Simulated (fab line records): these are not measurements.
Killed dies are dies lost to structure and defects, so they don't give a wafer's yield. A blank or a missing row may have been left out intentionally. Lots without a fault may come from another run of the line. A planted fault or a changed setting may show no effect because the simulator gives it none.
Chamber matching -- flow gf180mcu -- GF_V2_ETCH_16 on rieDiel-04: 4 sister chambers
The step etches BARC in N2/H2. 8 wafers are shown with their chamber, then 11 later ones without.

== EACH WAFER AND ITS CHAMBER ==
wafer,chamber,drypumpMotorCurrentA (A),rfFwdPowerW (W)
L082.3,2,5.8,493.1
L083.2,0,5.8,490.1
L083.3,1,4.6,490.1
L083.5,3,5.9,497.4
L085.1,3,5.9,495.8
L085.3,1,4.6,492.3
L085.4,0,5.7,492.2
L088.1,2,5.8,491.1

== WAFERS WHOSE CHAMBER IS MISSING ==
wafer,drypumpMotorCurrentA (A),rfFwdPowerW (W)
L088.2,5.9,494.8
L088.6,5.9,496.1
L089.2,5.8,490.3
L089.4,5.9,494.2
L089.5,5.8,492.7
L094.1,4.6,488.4
L094.4,5.8,489.4
L094.6,4.6,489.2
L096.2,4.6,490.1
L096.3,5.7,495.4
L096.5,5.7,494.1

== WHICH CHAMBER EACH ONE RAN IN ==
wafer,from the rows above,in truth
L088.2,3,3
L088.6,3,3
L089.2,can't be placed: 2 or 0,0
L089.4,can't be placed: 3 or 2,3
L089.5,can't be placed: 2 or 0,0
L094.1,1,1
L094.4,can't be placed: 0 or 2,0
L094.6,1,1
L096.2,1,1
L096.3,can't be placed: 0 or 2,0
L096.5,can't be placed: 0 or 2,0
Correct placement for 5 of the 11. From these rows, 6 cannot be placed; in 6 the true chamber is one of the candidates. Number placed wrongly: 0.
How it was worked out, from the rows above alone: a wafer's distance from a chamber is the root of the sum, over the readings, of the square of ((its reading less the chamber's mean) divided by the reading's scatter). If the next closest chamber is less than 2 further off than the closest, the wafer can't be placed; otherwise it belongs to the closest. A chamber's mean is the mean of its shown wafers. The scatter: take each reading less its chamber's mean, square it, sum over the shown wafers, divide by the number of wafers less the number of chambers, and take the root.
